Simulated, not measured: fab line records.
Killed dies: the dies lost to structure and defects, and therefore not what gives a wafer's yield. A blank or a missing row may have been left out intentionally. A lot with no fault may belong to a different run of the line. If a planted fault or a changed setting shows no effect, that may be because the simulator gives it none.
The tool behind it: which one?	flow gf180mcu	Sampling: 14 lots, 42 wafers, 3 of 602 route steps

## WHAT THE GAUGES READ, wafer by wafer
GF_V5_OVL_MEAS_15. Usual: V5_OVL typically reads -1 nm, with standard deviation 4.9.
lot	measured	on	V5_OVL (nm)	flag
L445	day 27 22:01	overlay-01	8 -4 1	
L446	day 27 22:58	overlay-01	-5 0 1	
L447	day 28 07:12	overlay-01	-1 -2 0	
L448	day 28 18:55	overlay-01	-2 4 7	
L450	day 29 13:01	overlay-01	-7 -5 -9	
L451	day 29 21:00	overlay-02	5 5 8	
L453	day 30 02:36	overlay-02	1 2 -1	
L454	day 30 05:42	overlay-01	-6 -1 -6	
L455	day 31 06:51	overlay-01	-6 -8 -9	
L456	day 31 05:58	overlay-01	8 -1 5	
L457	day 31 09:57	overlay-02	1 -8 4	
L458	day 31 14:00	overlay-02	1 -4 -1	
L467	day 33 16:21	overlay-01	3 1 -6	
L468	day 33 17:06	overlay-01	-2 0 0	

## WHAT TOOL EACH LOT RAN ON (gives the tool, then ch and the chambers of the sampled wafers, and finally the start)
lot	GF_CONTACT_CVD_00	GF_M5_STRIP_11
L445	hdpcvd-02 ch 1,2, day 15 15:16	plasma-asher-01 ch 1, day 27 00:25
L446	hdpcvd-02 ch 0,1,2, day 15 20:08	plasma-asher-01 ch 0,1, day 27 00:58
L447	hdpcvd-02 ch 0,1, day 16 06:22	plasma-asher-02 ch 0,1, day 27 09:34
L448	hdpcvd-01 ch 0,1,2, day 16 19:33	plasma-asher-01 ch 0,1, day 27 22:04
L450	hdpcvd-01 ch 0,1,2, day 17 04:10	plasma-asher-02 ch 0,1, day 28 15:50
L451	hdpcvd-02 ch 0,1,2, day 18 03:07	plasma-asher-03 ch 0,1, day 29 00:37
L453	hdpcvd-01 ch 1,2, day 18 09:40	plasma-asher-03 ch 0,1, day 29 05:31
L454	hdpcvd-01 ch 0,1,2, day 18 14:17	plasma-asher-01 ch 0, day 29 09:13
L455	hdpcvd-01 ch 1,2, day 19 14:07	plasma-asher-02 ch 0,1, day 30 12:19
L456	hdpcvd-01 ch 0,1,2, day 19 16:01	plasma-asher-02 ch 0,1, day 30 10:16
L457	hdpcvd-01 ch 0,1, day 19 23:46	plasma-asher-03 ch 0,1, day 30 14:35
L458	hdpcvd-02 ch 0,2, day 20 09:55	plasma-asher-03 ch 0,1, day 30 18:34
L467	hdpcvd-02 ch 1,2, day 23 03:55	plasma-asher-03 ch 0,1, day 32 22:50
L468	hdpcvd-02 ch 0,1,2, day 23 07:40	plasma-asher-01 ch 0,1, day 32 23:31
- GF_CONTACT_CVD_00: deposits SiO2, target thk 300 nm, time 50 s.
- GF_M5_STRIP_11: strips in O2/N2.

## WHAT THE TOOLS THEMSELVES READ (means of the sampled wafers that have a number; where no wafer has one, the mark that the record gives instead)
GF_CONTACT_CVD_00. Usual: sih4-flow-sccm 59.98 sccm, standard deviation 0.17.
lot	tool	sih4-flow-sccm (sccm)	flag
L445	hdpcvd-02	60.02	
L446	hdpcvd-02	59.94	
L447	hdpcvd-02	60.00	
L448	hdpcvd-01	59.79	
L450	hdpcvd-01	60.03	
L451	hdpcvd-02	59.95	
L453	hdpcvd-01	59.93	
L454	hdpcvd-01	60.08	
L455	hdpcvd-01	59.86	
L456	hdpcvd-01	60.00	
L457	hdpcvd-01	60.10	
L458	hdpcvd-02	60.04	
L467	hdpcvd-02	60.02	
L468	hdpcvd-02	60.12	

GF_M5_STRIP_11. Usual: drypump-motor-current-A 5.8 A, standard deviation 0.44; heater-power-w 316 W, standard deviation 32; n2-flow-sccm 300.1 sccm, standard deviation 1; oes-product-au 0.543 a.u., standard deviation 0.005; strip-time-to-endpoint-s 7.52 s, standard deviation 0.044.
lot	tool	drypump-motor-current-A (A)	heater-power-w (W)	n2-flow-sccm (sccm)	oes-product-au (a.u.)	strip-time-to-endpoint-s (s)	flag
L445	plasma-asher-01	5.4	304	300.9	0.550	7.55	
L446	plasma-asher-01	5.6	293	299.3	0.546	7.55	
L447	plasma-asher-02	6.2	323	300.4	0.541	7.54	
L448	plasma-asher-01	5.7	281	300.4	0.539	7.52	
L450	plasma-asher-02	6.2	320	299.3	0.543	7.54	
L451	plasma-asher-03	5.9	345	301.2	0.543	7.50	
L453	plasma-asher-03	5.9	339	300.1	0.545	7.58	
L454	plasma-asher-01	5.8	269	299.2	0.545	7.50	
L455	plasma-asher-02	6.2	326	300.3	0.546	7.47	
L456	plasma-asher-02	6.0	345	299.2	0.544	7.52	
L457	plasma-asher-03	5.9	352	301.3	0.543	7.56	
L458	plasma-asher-03	5.6	336	300.0	0.539	7.42	
L467	plasma-asher-03	5.9	342	300.1	0.537	7.54	
L468	plasma-asher-01	5.5	293	300.7	0.539	7.48	

## THE ANSWER, worked out from the rows above alone
Rule: a lot is off if the mean of its wafers that have a number lies more than 3 standard deviations from the usual mean. A lot without any number at a reading at which 4 lots or more have one is off too. All remaining lots with rows at the step are treated as sound. After the gauges, taken in route order, come the tools' own readings; for these a lot's mean is taken, as printed above. The first step at which some lot is off is used, and at that step the reading that is off furthest; a lot without a number counts as furthest.
Nothing can be told from this: no lot is off at any reading shown.

## WHAT THE SIMULATOR HAD PUT IN
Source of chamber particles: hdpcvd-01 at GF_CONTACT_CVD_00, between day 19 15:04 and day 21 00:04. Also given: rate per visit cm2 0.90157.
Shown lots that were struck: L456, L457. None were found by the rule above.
